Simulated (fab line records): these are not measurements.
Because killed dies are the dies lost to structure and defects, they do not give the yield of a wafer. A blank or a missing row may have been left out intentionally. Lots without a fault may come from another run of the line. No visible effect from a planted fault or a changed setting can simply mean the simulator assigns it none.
Check of tool commonality    flow sky130    33 wafers sampled across 11 lots

== REASON FOR OPENING ==
1 of 11 lots carry a flag on the reading VT_ADJUST_HVTP_TW at SKY_VT_ADJUST_HVTP_TW_MEAS_11. No-fault wafers: 1355, standard deviation 14.
Rule: a lot is flagged when every wafer of it that has a number lies more than 4 standard deviations from that mean, or none has a number. As for the other lots, they are considered sound.

lot   measured      on             VT_ADJUST_HVTP_TW, wafer by wafer  flag
L789  day 6 16:19   film metro-04  1332 1332 1333                     
L790  day 6 18:53   film metro-02  1369 1360 1367                     
L795  day 8 06:01   film metro-03  30 30 30                           FLAGGED
L794  day 8 06:34   film metro-02  1368 1363 1364                     
L796  day 8 16:23   film metro-02  1359 1368 1365                     
L798  day 9 01:35   film metro-03  1362 1353 1352                     
L806  day 11 13:56  film metro-03  1365 1367 1365                     
L807  day 11 15:27  film metro-03  1359 1357 1360                     
L808  day 11 16:24  film metro-02  1359 1366 1364                     
L809  day 11 19:08  film metro-04  1340 1335 1333                     
L810  day 12 13:40  film metro-03  1367 1369 1365                     
The numbers of the flagged lots are 30 on average: -1325 against the usual, or -95 standard deviations.

== WHICH TOOL EACH LOT WENT THROUGH ==
3 process steps preceding the reading are held in the record, out of 708 steps in the route. Cell contents, in order: the tool; ch with the chambers the sampled wafers went through; the start.
lot   flag     SKY_DNWELL_STRIP_08                  SKY_VT_ADJUST_HVTP_EXPOSE_04         SKY_VT_ADJUST_HVTP_STRIP_10
L789           plasma asher-03 ch 0,1, day 3 15:47  iline stepper-02 ch 0, day 6 06:32   plasma asher-03 ch 1, day 6 16:13
L790           plasma asher-02 ch 0,1, day 3 18:11  iline stepper-02 ch 0, day 6 09:32   plasma asher-03 ch 0,1, day 6 18:46
L795  FLAGGED  plasma asher-02 ch 0,1, day 5 00:37  iline stepper-01 ch 0, day 7 19:26   plasma asher-03 ch 0,1, day 8 05:55
L794           plasma asher-01 ch 0,1, day 5 01:07  iline stepper-01 ch 0, day 7 20:19   plasma asher-03 ch 0, day 8 06:28
L796           plasma asher-03 ch 0,1, day 5 09:01  iline stepper-02 ch 0, day 8 05:18   plasma asher-03 ch 0,1, day 8 16:19
L798           plasma asher-03 ch 0,1, day 5 15:23  iline stepper-01 ch 0, day 8 14:08   plasma asher-01 ch 0,1, day 9 01:29
L806           plasma asher-02 ch 0,1, day 7 13:26  iline stepper-01 ch 0, day 11 00:53  plasma asher-04 ch 0,1, day 11 13:50
L807           plasma asher-03 ch 0,1, day 7 17:34  iline stepper-02 ch 0, day 11 02:08  plasma asher-01 ch 0,1, day 11 15:20
L808           plasma asher-01 ch 0,1, day 7 21:50  iline stepper-02 ch 0, day 11 03:51  plasma asher-01 ch 0,1, day 11 16:17
L809           plasma asher-02 ch 0,1, day 8 04:00  iline stepper-01 ch 0, day 11 06:27  plasma asher-03 ch 0,1, day 11 19:02
L810           plasma asher-03 ch 0,1, day 8 10:05  iline stepper-01 ch 0, day 12 00:41  plasma asher-04 ch 0, day 12 13:34
What is done by these steps:
- SKY_DNWELL_STRIP_08: strips in O2/N2.
- SKY_VT_ADJUST_HVTP_EXPOSE_04: exposes mask HVTPM, target cd 380 nm.
- SKY_VT_ADJUST_HVTP_STRIP_10: strips in O2/N2.
- SKY_VT_ADJUST_HVTP_TW_MEAS_11

== FLAGGED AGAINST TOTAL, ONE TOOL AT A TIME (gauges that did the reading follow at the end) ==
step                           tool              lots run  flagged  share of the flagged lots  sound lots run after its first flagged lot
SKY_DNWELL_STRIP_08            plasma asher-01   2         0        none                       -
SKY_DNWELL_STRIP_08            plasma asher-02   4         1        all                        2 (L806,L809)
SKY_DNWELL_STRIP_08            plasma asher-03   5         0        none                       -
SKY_VT_ADJUST_HVTP_EXPOSE_04   iline stepper-01  6         1        all                        5 (L794,L798,L806,L809,L810)
SKY_VT_ADJUST_HVTP_EXPOSE_04   iline stepper-02  5         0        none                       -
SKY_VT_ADJUST_HVTP_STRIP_10    plasma asher-01   3         0        none                       -
SKY_VT_ADJUST_HVTP_STRIP_10    plasma asher-03   6         1        all                        3 (L794,L796,L809)
SKY_VT_ADJUST_HVTP_STRIP_10    plasma asher-04   2         0        none                       -
SKY_VT_ADJUST_HVTP_TW_MEAS_11  film metro-02     4         0        none                       -
SKY_VT_ADJUST_HVTP_TW_MEAS_11  film metro-03     5         1        all                        4 (L798,L806,L807,L810)
SKY_VT_ADJUST_HVTP_TW_MEAS_11  film metro-04     2         0        none                       -

== WHAT THE TABLE ALLOWS ==
4 rows of the table ran every flagged lot: plasma asher-02 at SKY_DNWELL_STRIP_08, iline stepper-01 at SKY_VT_ADJUST_HVTP_EXPOSE_04, plasma asher-03 at SKY_VT_ADJUST_HVTP_STRIP_10, film metro-03 at SKY_VT_ADJUST_HVTP_TW_MEAS_11.
- plasma asher-02 at SKY_DNWELL_STRIP_08 ran 4 lots, 1 of them flagged. Sound lots followed the first flagged one (L806, L809) on it, something a lasting fault affecting the whole tool could not allow.
- iline stepper-01 at SKY_VT_ADJUST_HVTP_EXPOSE_04 ran 6 lots, 1 of them flagged. Sound lots followed the first flagged one (L794, L798, L806, L809, L810) on it, something a lasting fault affecting the whole tool could not allow.
- plasma asher-03 at SKY_VT_ADJUST_HVTP_STRIP_10 ran 6 lots, 1 of them flagged. Sound lots followed the first flagged one (L794, L796, L809) on it, something a lasting fault affecting the whole tool could not allow.
- film metro-03 at SKY_VT_ADJUST_HVTP_TW_MEAS_11 ran 5 lots, 1 of them flagged. Sound lots followed the first flagged one (L798, L806, L807, L810) on it, something a lasting fault affecting the whole tool could not allow.
Every row of the table either missed a flagged lot or ran a sound lot after the first.

== WHAT HAD BEEN PUT IN BY THE SIMULATOR ==
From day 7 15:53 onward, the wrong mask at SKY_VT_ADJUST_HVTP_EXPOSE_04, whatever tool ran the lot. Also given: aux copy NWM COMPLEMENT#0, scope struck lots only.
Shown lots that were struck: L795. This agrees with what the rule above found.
